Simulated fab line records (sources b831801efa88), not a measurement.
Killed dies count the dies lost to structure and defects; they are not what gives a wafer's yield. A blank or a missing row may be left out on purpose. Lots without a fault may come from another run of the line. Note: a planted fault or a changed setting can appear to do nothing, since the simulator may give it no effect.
fab line records    flow sky130
[record] lots = 4  wafers = 12  last-day = 50
route steps=708 shown VIA2@527 METAL3@532 CAPM@537 PAD_OPEN@708
lots with no fault: from the same line, run without faults
start-h: hours from the record's opening day to when the first of the lot's shown wafers began    wait-h: how many hours have passed since the lot's step before this one    " repeats the value in the row above    L1.1+2: several wafers, shown together as one row    - no value present, or no start provided    * or withheld: withheld    < > ~ a bound
route shown NAME@n: a module of which the file shows steps, and the number in the route of the first    usual: mean/standard deviation of fault-free wafers    same: alike in all rows    chamber/n: place in a boat    sites: each site's reading    _std_site: standard deviation of those values    _edge_site: mean of outer sites minus mean of inner sites    radius-mm: how far each site lies from the wafer's centre    mask NAME#n: copy n    behind: the tool/chamber that last shaped the wafer    hold: why the lot went on hold/how many hours it stayed there/how the hold came to an end    device: the transistor (n, p or np) that didn't switch    end of line: tests run on the same wafers once the route is complete    step lacking rows: just its recipe    killed: at the first sort, the dies lost to defects and structure; wafer yield is something else    map: a wafer's dies, x killed, . not, _ none there
set.NAME: the setting the step ran with; set.NAME@STEP: the setting that earlier step ran with    model.NAME: the simulator's own value behind a step, which no gauge read
lots at some steps of the route; a table a step, a row a wafer
services: when a tool's chamber went out of use (start-h, in hours from the record's first day, below 0 if earlier), for how many hours, and the reason
[[steps]]
[step SKY_VIA2_SPUTTER_20]
[recipe] material = TiN  target-thk-nm = 20  chamber-pressure-pa = 5  power-w = 4000  time-s = 80
[step SKY_VIA2_CVD_21]
[recipe] material = W  target-thk-nm = 420  time-s = 126.4  temp-c = 400  pressure-torr = 40
[step SKY_VIA2_CMP_24]
[recipe] stop-on = SiO2  t-overpolish-s = 20  down-force-psi = 3.5  platen-rpm = 60  target-thk-nm = 0  pad-velocity-m-s = 0.94248
[step SKY_METAL3_SPUTTER_00]
[recipe] material = Ti  target-thk-nm = 15  power-w = 3000  time-s = 10  chamber-pressure-pa = 0.4
[step SKY_METAL3_SPUTTER_01]
[recipe] material = TiN  target-thk-nm = 20  power-w = 6500  time-s = 16.7  chamber-pressure-pa = 0.4
[step SKY_METAL3_SPUTTER_02]
[recipe] material = AlCu  target-thk-nm = 735  power-w = 10600  time-s = 39.1  chamber-pressure-pa = 0.4
[step SKY_METAL3_SPUTTER_03]
[recipe] material = Ti  target-thk-nm = 5  power-w = 3000  time-s = 3.3  chamber-pressure-pa = 0.4
[step SKY_METAL3_SPUTTER_04]
[recipe] material = TiN  target-thk-nm = 70  power-w = 6500  time-s = 58.3  chamber-pressure-pa = 0.4
[step SKY_CAPM_CVD_00]
[recipe] material = SiO2  target-thk-nm = 15.5  temp-c = 400  time-s = withheld  rf-w = 450
[step SKY_CAPM_SPUTTER_02]
[recipe] material = TiN  target-thk-nm = 200  temp-c = 300  power-w = 6500  time-s = 166.7  chamber-pressure-pa = 0.4
[usual] substrate-temp-c = 300.00/0.2  throttle-valve-pct = 30.3/0.64
lot.wafer  tool            chamber  start-h  wait-h  substrate-temp-c  throttle-valve-pct
L290.2     pvd-sputter-03  -        849.55   0.0     300.00            29.5
L290.3     "               -        "        "       300.06            30.6
L290.6     "               -        "        "       299.79            29.9
L301.3     pvd-sputter-03  -        939.21   0.0     299.70            29.0
L301.4     "               -        "        "       300.07            29.8
L301.5     "               -        "        "       300.00            29.2
L302.3     pvd-sputter-03  -        954.50   0.0     300.07            30.4
L302.5     "               -        "        "       300.12            29.1
L302.6     "               -        "        "       299.71            29.9
L310.4     pvd-sputter-04  -        1004.22  0.0     299.81            30.7
L310.5     "               -        "        "       299.78            31.3
L310.6     "               -        "        "       300.04            29.7
[step SKY_CAPM_DEHYDRATE_05]
[recipe] temp-c = 200  time-s = 60
[step SKY_CAPM_HMDS_06]
[recipe] prime-time-s = 60  prime-temp-c = 120
[step SKY_CAPM_COAT_07]
[recipe] resist = NOVOLAK  spin-rpm = 3000  resist-thk-nm = 1140
[step SKY_CAPM_SOFTBAKE_08]
[recipe] temp-c = 90  time-s = 60  resist = NOVOLAK
[step SKY_CAPM_EXPOSE_09]
[recipe] mask-id = CAPM  na = 0.6  source-shape = conventional  sigma-outer = 0.6  polarization = unpolarized  target-cd-nm = 1000  dose-mj = 159
[step SKY_CAPM_PEB_10]
[recipe] temp-c = withheld  time-s = *  resist = NOVOLAK
[step SKY_CAPM_DEVELOP_11]
[recipe] resist = NOVOLAK  developer = TMAH  develop-time-s = 60  dev-temp-c = 23
[step SKY_CAPM_METAL_ETCH_13]
[recipe] target-depth-nm = 220  stop-on = SiO2  chemistry = Cl2/BCl3  target = TiN  pressure-mtorr = 10  icp-w = 900  bias-w = 48.5  Cl2_flow_sccm = 60  bcl3-flow-sccm = 30  time-s = 62.9
[step SKY_CAPM_STRIP_14]
[recipe] chemistry = O2/N2  power-w = 1400  pressure-mtorr = 1500  platen-temp-c = withheld  o2-flow-sccm = 3000  n2-flow-sccm = 300  overash-fraction = 0.5
[step SKY_CAPM_STRIP_15]
[recipe] chemistry = post-etch-residue-remover  time-s = 1200  temp-c = 72.5
[step SKY_CAPM_CLEAN_16]
[recipe] chemistry = IPA  time-s = 180  temp-c = 25
[step SKY_CAPM_CLEAN_17]
[recipe] chemistry = O3/DIW  dry = n2-spin
[step SKY_METAL3_DEHYDRATE_05]
[recipe] temp-c = 200  time-s = 60
[step SKY_METAL3_HMDS_06]
[recipe] prime-time-s = 60  prime-temp-c = 120
[step SKY_METAL3_COAT_07]
[recipe] resist = BARC  temp-c = withheld  time-s = withheld  spin-rpm = 3000  resist-thk-nm = 60
[step SKY_METAL3_COAT_08]
[recipe] resist = KrF-thick  spin-rpm = 3000  resist-thk-nm = 1140
[step SKY_METAL3_SOFTBAKE_09]
[recipe] temp-c = 100  time-s = 90  resist = KrF-thick
[step SKY_METAL3_EXPOSE_10]
[recipe] mask-id = MM3  na = 0.68  source-shape = annular  sigma-inner = 0.4  sigma-outer = 0.8  target-cd-nm = 300  dose-mj = 28
[step SKY_METAL3_PEB_11]
[recipe] peb-temp-c = withheld  peb-time-s = withheld  resist = KrF-thick
[step SKY_METAL3_DEVELOP_12]
[recipe] develop-time-s = 60  resist = KrF-thick  dev-temp-c = 21
[step SKY_METAL3_DESCUM_15]
[recipe] chemistry = O2  source-power-w = 150  bias-power-w = 0  pressure-mtorr = 10  temp-c = 40  time-s = 8
[step SKY_METAL3_ETCH_16]
[recipe] chemistry = N2/H2  target = BARC  ion-energy-ev = 200  bias-w = 100  pressure-mtorr = 30  n2-flow-sccm = 100  h2-flow-sccm = 200  icp-w = 500  stop-on = SiO2  time-s = 88.2  target-depth-a = 600
[step SKY_METAL3_ETCH_17]
[recipe] target = SiO2  stop-on = TiN  chemistry = C4F8/O2/Ar  source-w = 1500  bias-w = 1200  pressure-mtorr = 40  c4f8-flow-sccm = withheld  O2_flow_sccm = 6  Ar_flow_sccm = 300  time-s = 3.9  target-depth-a = 150
[step SKY_METAL3_METAL_ETCH_18]
[recipe] target-depth-a = 8450  stop-on = SiO2  over-etch-frac = 0.3  time-s = 183.1  chemistry = Cl2/BCl3  resist-sidewall-deg = 88  pressure-mtorr = 10  icp-w = 900  bias-w = 48.5  Cl2_flow_sccm = 60  bcl3-flow-sccm = 30
[step SKY_PAD_OPEN_PROBE_99]
[usual] defect-limited-yield = 82.2/1.9  killed_at_M0_to_M3 = 44/6.9  killed_at_M4_up = 3.3/1.8  killed-at-contacts = 24/5  killed-at-front-end = 16/4.6  killed-at-other = 0.2/0.42  killed-dies = 88/9.2  killed-open = 48/7.3  killed-short = 40/6.5  sort_bin_3_pad_short = 0.9/0.43  sort_bin_5_function = 10.6/1.5  sort_bin_6_memory = 6.4/1.1  sort-n-pass = 404/9.2  sort-yield-pct = 82.2/1.9
[same] gross-dies = 492  killed-at-back-side = 0  sort_bin_4_leakage[%] = 0  sort_bin_8_speed[%] = 0
lot.wafer  tool       chamber  start-h  wait-h  defect-limited-yield[%]  killed_at_M0_to_M3  killed_at_M4_up  killed-at-contacts  killed-at-front-end  killed-at-other  killed-dies  killed-open  killed-short  sort_bin_3_pad_short[%]  sort_bin_5_function[%]  sort_bin_6_memory[%]  sort-n-pass  sort-yield-pct[%]  model.etest.tester.sort-n-pass  model.etest.tester.sort-yield-pct  model.etest.tester.sort_bin_5_pct  model.etest.tester.sort_bin_3_pct
L290.2     prober-02  -        1074.91  0.1     82.7                     39                  1                20                  25                   0                85           40           45            1.0                      11.0                    5.3                   407          82.7               407                             82.72                              10.98                              1.016
L290.3     prober-02  -        1074.96  0.2     83.3                     37                  1                21                  23                   0                82           44           38            1.0                      10.2                    5.5                   410          83.3               410                             83.33                              10.16                              1.016
L290.6     prober-02  -        1075.11  0.2     85.4                     38                  4                14                  16                   0                72           38           34            0.6                      9.6                     4.5                   420          85.4               420                             85.37                              9.553                              0.6098
L301.3     prober-01  -        1147.92  0.2     82.5                     46                  5                20                  15                   0                86           43           43            0.8                      11.0                    5.7                   406          82.5               406                             82.52                              10.98                              0.813
L301.4     prober-01  -        1147.97  0.2     68.5                     45                  3                33                  11                   63               155          53           39            5.1                      18.7                    7.7                   337          68.5               337                             68.5                               18.7                               5.081
L301.5     prober-01  -        1148.02  0.2     82.3                     41                  3                30                  13                   0                87           45           42            1.0                      8.9                     7.7                   405          82.3               405                             82.32                              8.943                              1.016
L302.3     prober-02  -        1157.37  0.2     81.9                     50                  4                26                  9                    0                89           54           35            0.8                      9.8                     7.5                   403          81.9               403                             81.91                              9.756                              0.813
L302.5     prober-02  -        1157.47  0.2     82.9                     43                  4                23                  14                   0                84           45           39            0.6                      10.4                    6.1                   408          82.9               408                             82.93                              10.37                              0.6098
L302.6     prober-02  -        1157.52  0.2     67.3                     38                  3                28                  19                   73               161          51           37            5.1                      19.9                    7.7                   331          67.3               331                             67.28                              19.92                              5.081
L310.4     prober-02  -        1192.71  0.2     84.3                     35                  4                16                  22                   0                77           44           33            1.4                      9.1                     5.1                   415          84.3               415                             84.35                              9.146                              1.423
L310.5     prober-02  -        1192.76  0.2     81.5                     51                  1                20                  19                   0                91           52           39            1.0                      11.2                    6.3                   401          81.5               401                             81.5                               11.18                              1.016
L310.6     prober-02  -        1192.81  0.2     83.3                     36                  1                27                  18                   0                82           47           35            0.6                      11.4                    4.7                   410          83.3               410                             83.33                              11.38                              0.6098
// killed by level:class
L290.2 FIELD_ISO:geometric-particle:short=8 VIA1:geometric-particle:open=8 POLY_GATE:geometric-particle:open=6 VIA2:geometric-particle:open=6 CONTACT:geometric-particle:open=6 METAL2:geometric-particle:short=5 VIA1:geometric-particle:short=5 LOCAL_INTERCONNECT:geometric-particle:short=4
L290.3 CONTACT:geometric-particle:open=11 VIA1:geometric-particle:open=9 METAL2:geometric-particle:short=7 POLY_GATE:geometric-particle:short=6 FIELD_ISO:geometric-particle:open=5 POLY_GATE:geometric-particle:open=5 VIA1:geometric-particle:short=5 CONTACT:geometric-particle:short=4
L290.6 VIA1:geometric-particle:open=9 FIELD_ISO:geometric-particle:short=5 CONTACT:geometric-particle:open=5 METAL2:geometric-particle:short=5 METAL1:geometric-particle:short=5 FIELD_ISO:geometric-particle:open=4 LI_CONTACT:geometric-particle:open=4 VIA1:geometric-particle:short=4
L301.3 CONTACT:geometric-particle:open=11 METAL1:geometric-particle:short=8 VIA1:geometric-particle:open=8 VIA3:geometric-particle:open=7 FIELD_ISO:geometric-particle:short=6 METAL2:geometric-particle:short=6 VIA1:geometric-particle:short=5 FIELD_ISO:geometric-particle:open=3
L301.4 CAPM:unspecified=63 CONTACT:geometric-particle:open=13 VIA1:geometric-particle:open=12 LI_CONTACT:geometric-particle:open=7 VIA2:geometric-particle:open=6 VIA3:geometric-particle:open=6 CONTACT:geometric-particle:short=5 VIA1:geometric-particle:short=5
L301.5 CONTACT:geometric-particle:open=13 VIA1:geometric-particle:open=11 METAL2:geometric-particle:short=9 POLY_GATE:geometric-particle:short=6 VIA3:geometric-particle:open=6 LI_CONTACT:geometric-particle:open=5 LOCAL_INTERCONNECT:geometric-particle:short=5 CONTACT:geometric-particle:short=5
L302.3 CONTACT:geometric-particle:open=12 VIA1:geometric-particle:open=11 VIA3:geometric-particle:open=9 VIA2:geometric-particle:open=6 CONTACT:geometric-particle:short=6 METAL3:geometric-particle:short=5 FIELD_ISO:geometric-particle:short=4 METAL1:geometric-particle:short=4
L302.5 VIA3:geometric-particle:open=9 LI_CONTACT:geometric-particle:open=8 CONTACT:geometric-particle:open=7 CONTACT:geometric-particle:short=6 METAL3:geometric-particle:short=6 VIA1:geometric-particle:open=6 POLY_GATE:geometric-particle:short=5 VIA1:geometric-particle:short=5
L302.6 CAPM:unspecified=73 CONTACT:geometric-particle:open=11 LI_CONTACT:geometric-particle:open=9 VIA1:geometric-particle:open=9 FIELD_ISO:geometric-particle:short=6 VIA3:geometric-particle:open=6 VIA2:geometric-particle:open=6 METAL2:geometric-particle:short=6
L310.4 CONTACT:geometric-particle:open=8 VIA1:geometric-particle:open=8 FIELD_ISO:geometric-particle:open=7 VIA1:geometric-particle:short=5 VIA3:geometric-particle:open=5 FIELD_ISO:geometric-particle:short=4 METAL1:geometric-particle:short=4 METAL2:geometric-particle:short=4
L310.5 VIA1:geometric-particle:open=13 VIA3:geometric-particle:open=8 LI_CONTACT:geometric-particle:open=7 VIA2:geometric-particle:open=7 METAL1:geometric-particle:short=6 FIELD_ISO:geometric-particle:open=5 POLY_GATE:geometric-particle:short=5 LOCAL_INTERCONNECT:geometric-particle:short=4
L310.6 VIA1:geometric-particle:open=12 CONTACT:geometric-particle:open=10 LI_CONTACT:geometric-particle:open=9 FIELD_ISO:geometric-particle:short=6 METAL2:geometric-particle:short=6 FIELD_ISO:geometric-particle:open=5 VIA2:geometric-particle:open=5 LI_CONTACT:geometric-particle:short=4
// map L301.4 (x killed, . not)
__________..x......._________
________........x.x..._______
______........x.x.xxxxx._____
_____x.........xxxxxxxxx.____
____xxxx.......xxxxxxx.xx.___
___..xxx.....xxxxxxxxxxx...__
__..xx..x...xxxxxxxxxxxx...._
_.............xxxxxxxxx..x.xx
_.x...........xxxxxxxxx......
_..........x....xxx..xx.x....
_..xx.....x.xx.xxx...xx.xx...
_.....x..x...........x......x
_........x.x.........xxx.xx..
_.x....x.x.....x.x..x....xx..
_..x....x.............xx.x..x
__.......xx.....x........x.._
___..x...............x...x.__
____.x.x.............x..x.___
_____.x...xx.............____
______x....xx.x.x.x....._____
________..x.....xx...x_______
__________x....x.x.._________
// map L302.6 (x killed, . not)
__________.........x_________
________........x....._______
______......x...xxxxxx.x_____
_____.x.x.....xxxxxxxxx.x____
____.x.......xxxxxxxxxxx..___
___.x.xx.xxx..xxxxxxxxxx.x.__
__...........xxxxxxxxxxx.x.._
_.x.....x..xxxxxxxxxxxxx..xxx
_..x.x.....x.x.xxxxxxxx......
_.xx...x......xx.xxxxxxx.....
_........xxx....x...xx.....x.
_..x......x....xxx....xx.....
_......................x.....
_........x....xx...x.........
_..x.x...........x..x....x..x
__...x..x...........x...x..._
___.xx...x.....x.x.........__
____..x..x..x.......xx..x.___
_____.x....x.x..........x____
______.x.x........x.x..x_____
________.x.....x.x...x_______
__________....xx.x.._________
[[services]]
tool            chamber  start-h  hours  kind
pvd-sputter-04  -        862.87   2.7    repair
pvd-sputter-03  -        902.39   0.8    repair
pvd-sputter-03  -        904.13   4.3    repair
pvd-sputter-03  -        915.63   1.9    repair
pvd-sputter-04  2        945.50   -      consumable-replace:kit
pvd-sputter-04  2        945.50   18.0   scheduled-down
pvd-sputter-04  2        945.50   18.0   vent-cycle
pvd-sputter-03  -        991.09   14.2   repair
[[key]]
[first-sign] step = SKY_PAD_OPEN_PROBE_99  reading = killed-at-other  direction = up  sigmas = 68  usual = 0.2  struck = 68
[effect] step = SKY_PAD_OPEN_PROBE_99  reading = sort_bin_3_pad_short  direction = up  sigmas = 9.7  usual = 0.9  struck = 5.1
[model-effect] step = SKY_PAD_OPEN_PROBE_99  value = etest.tester.sort-n-pass  without = 392  struck = 334
met-at SKY_CAPM_SPUTTER_02
struck-wafers L301.4,L302.6
onset-between 849.55 939.21
[fault] kind = chamber-particle-source  tool = pvd-sputter-03  chamber = -  onset-h = 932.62  steps = SKY_CAPM_SPUTTER_02  rate-per-visit-cm2 = 1.5868  end-h = 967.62  scope = struck-wafers-only
